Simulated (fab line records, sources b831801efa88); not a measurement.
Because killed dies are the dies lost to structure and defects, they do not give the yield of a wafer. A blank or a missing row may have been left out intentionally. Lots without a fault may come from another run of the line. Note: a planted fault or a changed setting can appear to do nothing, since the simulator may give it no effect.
The tool behind it: which one? + flow sky130 + 6 lots with 18 wafers sampled at 4 steps, on a route of 708 steps

## WHAT EACH GAUGE READ, for each wafer
SKY_PASSIVATION_THK_MEAS_03.
| lot  | measured     | on            | PASSIVATION_CVD_02_THK (nm) |
|------|--------------|---------------|-----------------------------|
| L232 | day 44 02:57 | film metro-04 | 539 546 550                 |
| L235 | day 45 07:03 | film metro-02 | 533 527 546                 |
| L238 | day 45 17:52 | film metro-03 | 530 540 551                 |
| L243 | day 47 07:32 | film metro-02 | 596 600 602                 |
| L248 | day 48 01:35 | film metro-02 | 534 554 538                 |
| L254 | day 49 09:58 | film metro-04 | 535 537 542                 |

## WHAT TOOL EACH LOT RAN ON (gives the tool, then ch and the chambers of the sampled wafers, and finally the start)
| lot  | SKY_VIA1_SPUTTER_20          | SKY_VIA2_SPUTTER_20          | SKY_PASSIVATION_CVD_02          |
|------|------------------------------|------------------------------|---------------------------------|
| L232 | pvd sputter-03, day 34 07:37 | pvd sputter-04, day 36 15:27 | pecvd-01 ch 0,1, day 44 02:44   |
| L235 | pvd sputter-02, day 35 17:26 | pvd sputter-01, day 38 00:14 | pecvd-03 ch 0,1, day 45 06:49   |
| L238 | pvd sputter-03, day 36 06:06 | pvd sputter-02, day 38 12:49 | pecvd-01 ch 0,1, day 45 17:31   |
| L243 | pvd sputter-03, day 38 03:51 | pvd sputter-04, day 40 09:05 | pecvd-01 ch 0,1, day 47 07:18   |
| L248 | pvd sputter-02, day 39 02:31 | pvd sputter-02, day 41 06:23 | pecvd-03 ch 0,1,2, day 48 01:21 |
| L254 | pvd sputter-02, day 40 22:48 | pvd sputter-02, day 43 00:31 | pecvd-04 ch 1,2, day 49 09:37   |
- SKY_VIA1_SPUTTER_20: material TiN, target thk 20 nm, time 80 s.
- SKY_VIA2_SPUTTER_20: material TiN, target thk 20 nm, time 80 s.
- SKY_PASSIVATION_CVD_02: deposits Si3N4, target thk 540 nm.

## THE ANSWER, worked out from the rows above alone
Rule: the lots themselves supply what counts as usual. Put in order of their means at a reading, lots are off if they are a third of the lots or fewer, leave a main group of 4 or more, and stand apart from it by a gap of 3 or more times the standard deviation of the main group's means; of several such gaps the widest counts. A main group is skipped when, at the precision printed for the reading in the tables above, its means are all equal. Also off: a lot with no number at a reading for which 4 or more lots have one. Where the step has rows for the other lots, those lots are counted as sound.
Off: L243, at SKY_PASSIVATION_THK_MEAS_03 (PASSIVATION_CVD_02_THK). Mean 540 nm and standard deviation 3.3 in the main group.
If a tool, at a process step before that reading, ran all the lots that are off and no sound lot after the first of them, it fits. Gauges at SKY_PASSIVATION_THK_MEAS_03: tried the same way as those tools. Can't be told from this: 3 tools fit, pvd sputter-03 at SKY_VIA1_SPUTTER_20, pvd sputter-04 at SKY_VIA2_SPUTTER_20, pecvd-01 at SKY_PASSIVATION_CVD_02.

## WHAT WAS PUT IN BY THE SIMULATOR
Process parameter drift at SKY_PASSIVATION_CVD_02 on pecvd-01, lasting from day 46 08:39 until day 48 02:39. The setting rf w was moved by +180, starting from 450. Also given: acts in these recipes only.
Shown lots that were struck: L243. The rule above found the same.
